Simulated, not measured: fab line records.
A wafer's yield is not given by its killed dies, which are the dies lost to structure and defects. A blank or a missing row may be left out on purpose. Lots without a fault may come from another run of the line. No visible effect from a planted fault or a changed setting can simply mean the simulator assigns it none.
Split-lot study :: flow sky130 :: 23 wafers read across 5 lots, on a route 708 steps long

## ABOUT THE SPLIT
At SKY_SD_P_DEVELOP_06 (develop time 60 s), the setting dev-temp-c was moved away from the recipe's 23 C on 9 of the 23 wafers read, by -14.5% to +10.3%. For the rest of the wafers, this setting stayed at what the recipe calls for.

There is no step in the file separating the split from the reading.

## THE READING
At SKY_SD_P_CD_MEAS_07: cd-nm in nanometres, against a target cd of 380 nm. A value of 379.8 nm with a standard deviation of 1.7 nm is what fault-free wafers of this fab line usually give.

wafer: L074.1
tool, chamber at the split: litho-track-01, 0
dev-temp-c as run, C: 19.66
against the recipe: -14.5%
cd-nm, nm: 389.2
against lot-mates on the recipe: +9.6

wafer: L074.2
tool, chamber at the split: litho-track-01, 0
dev-temp-c as run, C: 23
against the recipe: recipe
cd-nm, nm: 380.2
against lot-mates on the recipe: -

wafer: L074.3
tool, chamber at the split: litho-track-01, 0
dev-temp-c as run, C: 23
against the recipe: recipe
cd-nm, nm: 377.6
against lot-mates on the recipe: -

wafer: L074.5
tool, chamber at the split: litho-track-01, 0
dev-temp-c as run, C: 19.66
against the recipe: -14.5%
cd-nm, nm: 389.2
against lot-mates on the recipe: +9.6

wafer: L074.6
tool, chamber at the split: litho-track-01, 0
dev-temp-c as run, C: 23
against the recipe: recipe
cd-nm, nm: 381.0
against lot-mates on the recipe: -

wafer: L079.2
tool, chamber at the split: litho-track-02, 0
dev-temp-c as run, C: 23
against the recipe: recipe
cd-nm, nm: 377.5
against lot-mates on the recipe: -

wafer: L079.4
tool, chamber at the split: litho-track-02, 0
dev-temp-c as run, C: 23
against the recipe: recipe
cd-nm, nm: 377.5
against lot-mates on the recipe: -

wafer: L079.5
tool, chamber at the split: litho-track-02, 0
dev-temp-c as run, C: 23
against the recipe: recipe
cd-nm, nm: 380.0
against lot-mates on the recipe: -

wafer: L082.1
tool, chamber at the split: litho-track-03, 0
dev-temp-c as run, C: 23
against the recipe: recipe
cd-nm, nm: 379.9
against lot-mates on the recipe: -

wafer: L082.2
tool, chamber at the split: litho-track-03, 0
dev-temp-c as run, C: 20.93
against the recipe: -9.0%
cd-nm, nm: 387.3
against lot-mates on the recipe: +9.1

wafer: L082.3
tool, chamber at the split: litho-track-03, 0
dev-temp-c as run, C: 20.93
against the recipe: -9.0%
cd-nm, nm: 387.0
against lot-mates on the recipe: +8.8

wafer: L082.4
tool, chamber at the split: litho-track-03, 0
dev-temp-c as run, C: 23
against the recipe: recipe
cd-nm, nm: 377.6
against lot-mates on the recipe: -

wafer: L082.6
tool, chamber at the split: litho-track-03, 0
dev-temp-c as run, C: 23
against the recipe: recipe
cd-nm, nm: 377.1
against lot-mates on the recipe: -

wafer: L081.1
tool, chamber at the split: litho-track-02, 0
dev-temp-c as run, C: 23
against the recipe: recipe
cd-nm, nm: 382.7
against lot-mates on the recipe: -

wafer: L081.2
tool, chamber at the split: litho-track-02, 0
dev-temp-c as run, C: 25.38
against the recipe: +10.3%
cd-nm, nm: 371.9
against lot-mates on the recipe: -9.6

wafer: L081.3
tool, chamber at the split: litho-track-02, 0
dev-temp-c as run, C: 25.38
against the recipe: +10.3%
cd-nm, nm: 372.0
against lot-mates on the recipe: -9.5

wafer: L081.4
tool, chamber at the split: litho-track-02, 0
dev-temp-c as run, C: 23
against the recipe: recipe
cd-nm, nm: 381.6
against lot-mates on the recipe: -

wafer: L081.6
tool, chamber at the split: litho-track-02, 0
dev-temp-c as run, C: 23
against the recipe: recipe
cd-nm, nm: 380.1
against lot-mates on the recipe: -

wafer: L084.1
tool, chamber at the split: litho-track-02, 0
dev-temp-c as run, C: 23
against the recipe: recipe
cd-nm, nm: 379.3
against lot-mates on the recipe: -

wafer: L084.2
tool, chamber at the split: litho-track-02, 0
dev-temp-c as run, C: 23
against the recipe: recipe
cd-nm, nm: 378.5
against lot-mates on the recipe: -

wafer: L084.3
tool, chamber at the split: litho-track-02, 0
dev-temp-c as run, C: 22.06
against the recipe: -4.1%
cd-nm, nm: 383.8
against lot-mates on the recipe: +4.9

wafer: L084.4
tool, chamber at the split: litho-track-02, 0
dev-temp-c as run, C: 22.06
against the recipe: -4.1%
cd-nm, nm: 381.8
against lot-mates on the recipe: +2.9

wafer: L084.6
tool, chamber at the split: litho-track-02, 0
dev-temp-c as run, C: 22.06
against the recipe: -4.1%
cd-nm, nm: 383.6
against lot-mates on the recipe: +4.7

FIT RESULTS
A straight line over all 23 wafers: cd-nm changes by -0.731 nm for each +1% of dev-temp-c; r = -0.95; the points scatter about the line by 1.5 nm.
The same after taking each lot's own level away (the mean of its wafers on the recipe; 23 wafers): -0.813 nm for each +1%; r = -0.96; scatter 1.4 nm.
The reading moves by 12 nm for the largest change in dev-temp-c, on that fit.
Measured against the standard deviation above, the lots' own levels, which go from 378.20 to 381.47 nm, span 1.9 times it.
In other words, the slope is changed by the lot-to-lot level; the two fits disagree.
Check: +12.5 nm against its lot-mates is what the line predicts for one of the wafers moved furthest among these (-14.5%) when that wafer is left out of the fit. Against them it came out at +9.6 nm.

## FURTHER SPLITS ON THESE WAFERS
Other splits were also applied to these wafers ahead of the reading. Each is held against what the fit with the lots' levels taken away leaves over:
other split on the same wafers: SKY_LDD_P_DEVELOP_06 develop-time-s
wafers away from the commonest value: 10
r with cd-nm (lot level and that fit taken away): -0.02

other split on the same wafers: SKY_LDD_HVN_IMPLANT_08 energy-kev
wafers away from the commonest value: 7
r with cd-nm (lot level and that fit taken away): -0.43

other split on the same wafers: SKY_LDD_HVP_IMPLANT_08 energy-kev
wafers away from the commonest value: 8
r with cd-nm (lot level and that fit taken away): +0.03

other split on the same wafers: SKY_LDD_LDN_IMPLANT_09 energy-kev
wafers away from the commonest value: 11
r with cd-nm (lot level and that fit taken away): -0.03

other split on the same wafers: SKY_LDD_LDN_IMPLANT_10 energy-kev
wafers away from the commonest value: 8
r with cd-nm (lot level and that fit taken away): -0.03

other split on the same wafers: SKY_POLY_CUT_EXPOSE_05 dose-mj
wafers away from the commonest value: 7
r with cd-nm (lot level and that fit taken away): +0.21

## FILE'S OWN FIT
cd-nm changes by -0.808 nm for each +1% of dev-temp-c, r = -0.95.
